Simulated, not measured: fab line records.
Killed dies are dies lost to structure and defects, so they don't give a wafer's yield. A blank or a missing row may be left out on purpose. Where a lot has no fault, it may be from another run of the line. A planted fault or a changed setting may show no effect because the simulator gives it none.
Which of the tools did it? ; flow gf180mcu ; 72 wafers from 24 lots sampled at 5 of the route's 602 steps

WHAT THE GAUGES READ, wafer by wafer
GF_PASSIVATION_THK_MEAS_01. Usual: PASSIVATION_CVD_00_THK gives 998 nm (standard deviation 12).
lot;measured;on;PASSIVATION_CVD_00_THK (nm);flag
L074;day 28 10:41;film metro-02;987 998 995;
L076;day 28 16:13;film metro-02;980 1003 1010;
L075;day 28 16:28;film metro-02;992 1011 1010;
L077;day 29 10:56;film metro-01;984 984 984;
L078;day 29 18:03;film metro-02;998 1006 1005;
L079;day 30 00:53;film metro-04;987 999 1007;
L081;day 30 08:17;film metro-01;1003 999 1008;
L080;day 30 13:04;film metro-01;982 1009 997;
L082;day 30 20:20;film metro-04;996 994 1014;
L083;day 31 02:50;film metro-01;999 988 1014;
L084;day 31 06:38;film metro-01;980 972 1012;
L085;day 31 16:35;film metro-02;979 1003 1009;
L086;day 31 18:53;film metro-04;986 1003 989;
L087;day 32 02:20;film metro-02;986 986 997;
L088;day 32 04:59;film metro-02;993 1006 994;
L089;day 32 12:31;film metro-01;982 985 1001;
L090;day 32 18:16;film metro-04;1003 1005 1012;
L091;day 33 03:20;film metro-04;1010 1024 1023;
L092;day 33 06:44;film metro-04;984 984 1002;
L093;day 33 07:26;film metro-01;992 1024 1006;
L094;day 33 17:22;film metro-02;988 992 995;
L095;day 33 17:44;film metro-02;1010 998 1024;
L096;day 34 02:50;film metro-01;993 1016 1006;
L097;day 34 06:55;film metro-02;984 986 997;

TOOL THAT RAN EACH LOT (tool first, then ch and the chambers of the sampled wafers, then the start)
lot;GF_V2_ETCH_16;GF_V2_ETCH_17;GF_M3_STRIP_17;GF_V4_ETCH_16
L074;rie diel-01 ch 1,3, day 20 14:57;rie diel-01 ch 1,3, day 21 17:01 or earlier;plasma asher-02 ch 0,1, day 21 17:01;rie diel-04 ch 0,1, day 24 18:42
L076;rie diel-01 ch 0,2, day 20 22:06;rie diel-01 ch 0,2, day 21 23:53 or earlier;plasma asher-03 ch 0,1, day 21 23:53;rie diel-04 ch 0,1,3, day 24 23:33
L075;rie diel-03 ch 0,2, day 20 23:15;rie diel-03 ch 0,2, day 22 00:47 or earlier;plasma asher-04 ch 0,1, day 22 00:47;rie diel-02 ch 0,3, day 25 00:57
L077;rie diel-03 ch 0,3, day 21 19:45;rie diel-03 ch 0,3, day 22 21:04 or earlier;plasma asher-02 ch 0,1, day 22 21:04;rie diel-04 ch 0,2,3, day 25 20:05
L078;rie diel-03 ch 0,2,3, day 22 06:57;rie diel-03 ch 0,2,3, day 23 07:57 or earlier;plasma asher-03 ch 0,1, day 23 07:57;rie diel-03 ch 0,2,3, day 26 05:06
L079;rie diel-02 ch 1,3, day 22 15:25;rie diel-02 ch 1,3, day 23 15:42 or earlier;plasma asher-04 ch 0,1, day 23 15:42;rie diel-03 ch 0,2,3, day 26 12:17
L081;rie diel-03 ch 1,2,3, day 22 21:59;rie diel-03 ch 1,2,3, day 23 22:04 or earlier;plasma asher-04 ch 0,1, day 23 22:04;rie diel-04 ch 0,1,3, day 26 20:00
L080;rie diel-02 ch 0,3, day 23 04:14;rie diel-02 ch 0,3, day 24 04:37 or earlier;plasma asher-02 ch 0,1, day 24 04:37;rie diel-02 ch 0,1,2, day 27 00:26
L082;rie diel-03 ch 1,2, day 23 13:48;rie diel-03 ch 1,2, day 24 13:50 or earlier;plasma asher-02 ch 0,1, day 24 13:50;rie diel-04 ch 0,2,3, day 27 09:33
L083;rie diel-02 ch 1,2,3, day 23 21:54;rie diel-02 ch 1,2,3, day 24 21:44 or earlier;plasma asher-04 ch 0,1, day 24 21:44;rie diel-03 ch 0,2,3, day 27 16:27
L084;rie diel-01 ch 0,1, day 24 06:35;rie diel-01 ch 0,1, day 25 06:04 or earlier;plasma asher-03 ch 0,1, day 25 06:04;rie diel-02 ch 2,3, day 27 23:21
L085;rie diel-03 ch 0,3, day 24 15:05;rie diel-03 ch 0,3, day 25 15:21 or earlier;plasma asher-02 ch 0,1, day 25 15:21;rie diel-02 ch 1,2,3, day 28 08:57
L086;rie diel-01 ch 0,1,2, day 24 18:36;rie diel-01 ch 0,1,2, day 25 18:08 or earlier;plasma asher-02 ch 0,1, day 25 18:08;rie diel-04 ch 1,2,3, day 28 11:09
L087;rie diel-03 ch 0,1,3, day 25 01:54;rie diel-03 ch 0,1,3, day 26 01:38 or earlier;plasma asher-03 ch 0,1, day 26 01:38;rie diel-04 ch 1,2,3, day 28 18:27
L088;rie diel-02 ch 0,1,3, day 25 04:57;rie diel-02 ch 0,1,3, day 26 04:46 or earlier;plasma asher-03 ch 0,1, day 26 04:46;rie diel-03 ch 1,2,3, day 28 21:04
L089;rie diel-02 ch 0,1,3, day 25 15:51;rie diel-02 ch 0,1,3, day 26 14:29 or earlier;plasma asher-03 ch 0,1, day 26 14:29;rie diel-03 ch 2,3, day 29 06:27
L090;rie diel-02 ch 0,3, day 25 23:45;rie diel-02 ch 0,3, day 26 21:59 or earlier;plasma asher-02 ch 0,1, day 26 21:59;rie diel-02 ch 0,2, day 29 13:12
L091;rie diel-03 ch 0,2, day 26 10:46;rie diel-03 ch 0,2, day 27 09:28 or earlier;plasma asher-03 ch 0,1, day 27 09:28;rie diel-03 ch 0,2, day 30 00:02
L092;rie diel-02 ch 0,1,3, day 26 13:39;rie diel-02 ch 0,1,3, day 27 11:56 or earlier;plasma asher-04 ch 0,1, day 27 11:56;rie diel-03 ch 1,2,3, day 30 03:17
L093;rie diel-02 ch 0,1,3, day 26 17:03;rie diel-02 ch 0,1,3, day 27 15:17 or earlier;plasma asher-04 ch 1, day 27 15:17;rie diel-04 ch 0,1,3, day 30 05:12
L094;rie diel-03 ch 0,1,3, day 27 05:18;rie diel-03 ch 0,1,3, day 28 02:31 or earlier;plasma asher-02 ch 0,1, day 28 02:31;rie diel-04 ch 0,1, day 30 14:59
L095;rie diel-02 ch 0,3, day 27 05:35;rie diel-02 ch 0,3, day 28 03:42 or earlier;plasma asher-02 ch 0,1, day 28 03:42;rie diel-04 ch 1,2,3, day 30 17:09
L096;rie diel-02 ch 1,2, day 27 15:48;rie diel-02 ch 1,2, day 28 13:21 or earlier;plasma asher-02 ch 0,1, day 28 13:21;rie diel-04 ch 2,3, day 31 02:42
L097;rie diel-03 ch 0,1,3, day 27 23:00;rie diel-03 ch 0,1,3, day 28 19:20 or earlier;plasma asher-03 ch 0,1, day 28 19:20;rie diel-03 ch 0,1, day 31 08:15
- GF_V2_ETCH_16: etches BARC in N2/H2.
- GF_V2_ETCH_17: etches SiO2 in C4F8/O2/Ar, stops on TiN, target depth 630 nm.
- GF_M3_STRIP_17: strips in O2/N2.
- GF_V4_ETCH_16: etches BARC in N2/H2.

AS READ BY THE TOOLS THEMSELVES (means over the sampled wafers that have a number; for cases with no such wafer, the mark the record gives instead)
GF_V2_ETCH_16. Usual: drypump motor current A 5.9 A, standard deviation 0.52; h2 flow sccm 200.0 sccm, standard deviation 0.7; oes product au 0.855 a.u., standard deviation 0.0046; rf fwd power W 494.3 W, standard deviation 2.5; throttle valve pct 13.225 %, standard deviation 0.0094.
lot;tool;drypump motor current A (A);h2 flow sccm (sccm);oes product au (a.u.);rf fwd power W (W);throttle valve pct (%);flag
L074;rie diel-01;5.3;199.4;0.853;492.0;13.218;
L076;rie diel-01;5.4;199.7;0.856;494.2;13.225;
L075;rie diel-03;5.7;199.6;0.859;495.0;13.216;
L077;rie diel-03;6.1;200.0;0.857;496.8;13.232;
L078;rie diel-03;6.0;199.9;0.856;495.7;13.234;
L079;rie diel-02;6.1;200.4;0.852;493.7;13.221;
L081;rie diel-03;5.9;199.2;0.858;494.1;13.222;
L080;rie diel-02;6.1;199.8;0.852;493.5;13.224;
L082;rie diel-03;5.5;199.3;0.853;495.9;13.226;
L083;rie diel-02;5.9;201.0;0.850;492.9;13.224;
L084;rie diel-01;5.9;199.9;0.854;493.5;13.240;
L085;rie diel-03;6.1;199.6;0.853;494.3;13.215;
L086;rie diel-01;5.5;200.2;0.854;492.3;13.225;
L087;rie diel-03;6.0;200.1;0.856;493.1;13.231;
L088;rie diel-02;6.3;199.9;0.862;494.6;13.222;
L089;rie diel-02;6.3;200.4;0.860;495.2;13.226;
L090;rie diel-02;6.2;199.7;0.859;495.9;13.230;
L091;rie diel-03;5.7;199.6;0.858;496.8;13.230;
L092;rie diel-02;6.3;200.8;0.858;495.0;13.230;
L093;rie diel-02;6.3;200.2;0.853;492.7;13.223;
L094;rie diel-03;6.0;200.5;0.853;494.7;13.230;
L095;rie diel-02;6.2;199.7;0.856;494.9;13.227;
L096;rie diel-02;5.7;200.2;0.853;495.2;13.218;
L097;rie diel-03;6.0;200.3;0.852;495.5;13.231;

GF_V2_ETCH_17. Usual: oes product au 0.855 a.u., standard deviation 0.0047; rf fwd power W 1493 W, standard deviation 5.3.
lot;tool;oes product au (a.u.);rf fwd power W (W);flag
L074;rie diel-01;0.858;1492;
L076;rie diel-01;0.856;1491;
L075;rie diel-03;0.852;1493;
L077;rie diel-03;0.855;1493;
L078;rie diel-03;0.859;1494;
L079;rie diel-02;0.854;1491;
L081;rie diel-03;0.857;1496;
L080;rie diel-02;0.853;1496;
L082;rie diel-03;0.853;1489;
L083;rie diel-02;0.854;1493;
L084;rie diel-01;0.853;1490;
L085;rie diel-03;0.853;1496;
L086;rie diel-01;0.851;1488;
L087;rie diel-03;0.859;1494;
L088;rie diel-02;0.865;1490;
L089;rie diel-02;0.860;1495;
L090;rie diel-02;0.856;1496;
L091;rie diel-03;0.858;1493;
L092;rie diel-02;0.860;1491;
L093;rie diel-02;0.858;1489;
L094;rie diel-03;0.857;1488;
L095;rie diel-02;0.855;1494;
L096;rie diel-02;0.856;1495;
L097;rie diel-03;0.861;1490;

GF_M3_STRIP_17. Usual: drypump motor current A 5.6 A, standard deviation 0.45; heater power w 324 W, standard deviation 14; oes product au 0.558 a.u., standard deviation 0.005; strip time to endpoint s 7.88 s, standard deviation 0.045.
lot;tool;drypump motor current A (A);heater power w (W);oes product au (a.u.);strip time to endpoint s (s);flag
L074;plasma asher-02;5.7;312;0.560;7.93;
L076;plasma asher-03;5.7;330;0.560;7.85;
L075;plasma asher-04;5.7;326;0.561;7.85;
L077;plasma asher-02;5.5;320;0.562;7.94;
L078;plasma asher-03;5.8;339;0.554;7.85;
L079;plasma asher-04;5.2;323;0.557;7.95;
L081;plasma asher-04;5.2;322;0.558;7.91;
L080;plasma asher-02;5.4;315;0.558;7.88;
L082;plasma asher-02;5.5;322;0.558;7.90;
L083;plasma asher-04;5.2;324;0.554;7.85;
L084;plasma asher-03;5.8;335;0.562;7.93;
L085;plasma asher-02;5.4;322;0.555;7.88;
L086;plasma asher-02;5.7;308;0.562;7.87;
L087;plasma asher-03;5.8;333;0.556;7.84;
L088;plasma asher-03;5.8;338;0.552;7.85;
L089;plasma asher-03;5.8;341;0.559;7.84;
L090;plasma asher-02;5.4;322;0.555;7.84;
L091;plasma asher-03;5.7;329;0.560;7.87;
L092;plasma asher-04;5.3;326;0.556;7.86;
L093;plasma asher-04;4.8;314;0.558;7.85;
L094;plasma asher-02;5.7;314;0.555;7.87;
L095;plasma asher-02;5.4;321;0.556;7.92;
L096;plasma asher-02;5.7;316;0.550;7.81;
L097;plasma asher-03;5.8;337;0.561;7.92;

GF_V4_ETCH_16. Usual: drypump motor current A 5.8 A, standard deviation 0.48; h2 flow sccm 199.9 sccm, standard deviation 0.65; oes product au 0.854 a.u., standard deviation 0.0043; rf fwd power W 494.6 W, standard deviation 2.4; throttle valve pct 13.226 %, standard deviation 0.0085.
lot;tool;drypump motor current A (A);h2 flow sccm (sccm);oes product au (a.u.);rf fwd power W (W);throttle valve pct (%);flag
L074;rie diel-04;5.4;199.4;0.857;495.6;13.228;
L076;rie diel-04;5.5;199.9;0.855;495.7;13.233;
L075;rie diel-02;6.2;199.9;0.854;497.4;13.225;
L077;rie diel-04;5.8;200.2;0.856;493.5;13.218;
L078;rie diel-03;6.0;200.0;0.853;494.9;13.223;
L079;rie diel-03;6.0;200.4;0.853;495.5;13.224;
L081;rie diel-04;5.4;200.4;0.850;496.6;13.218;
L080;rie diel-02;6.1;200.3;0.853;494.9;13.226;
L082;rie diel-04;5.8;199.7;0.854;494.7;13.232;
L083;rie diel-03;6.0;200.3;0.855;495.1;13.233;
L084;rie diel-02;5.5;199.5;0.854;494.8;13.231;
L085;rie diel-02;5.9;200.2;0.852;495.0;13.226;
L086;rie diel-04;5.7;200.5;0.852;495.4;13.227;
L087;rie diel-04;5.7;199.5;0.854;493.6;13.226;
L088;rie diel-03;5.9;199.8;0.856;493.7;13.222;
L089;rie diel-03;6.0;199.3;0.853;496.7;13.221;
L090;rie diel-02;5.7;199.2;0.850;495.0;13.223;
L091;rie diel-03;5.7;200.1;0.855;496.2;13.229;
L092;rie diel-03;5.9;200.0;0.860;493.6;13.225;
L093;rie diel-04;5.5;200.0;0.849;495.3;13.226;
L094;rie diel-04;5.3;200.0;0.852;496.4;13.229;
L095;rie diel-04;5.7;199.3;0.859;494.4;13.216;
L096;rie diel-04;5.9;198.9;0.852;493.1;13.236;
L097;rie diel-03;5.6;199.8;0.856;492.8;13.228;

THE ANSWER, worked out from the rows above alone
Rule: a lot counts as off when the mean over its wafers that have a number is more than 3 standard deviations away from the usual mean. Also off: a lot with no number at a reading for which 4 or more lots have one. All remaining lots with rows at the step are treated as sound. The gauges are gone through in route order, then the tools' own readings, and for those a lot's mean is taken as printed above. The first step at which some lot is off is used, and at that step the reading that is off furthest; a lot without a number counts as furthest.
None of the lots is off at any reading shown; this tells nothing.

WHAT HAD BEEN PUT IN BY THE SIMULATOR
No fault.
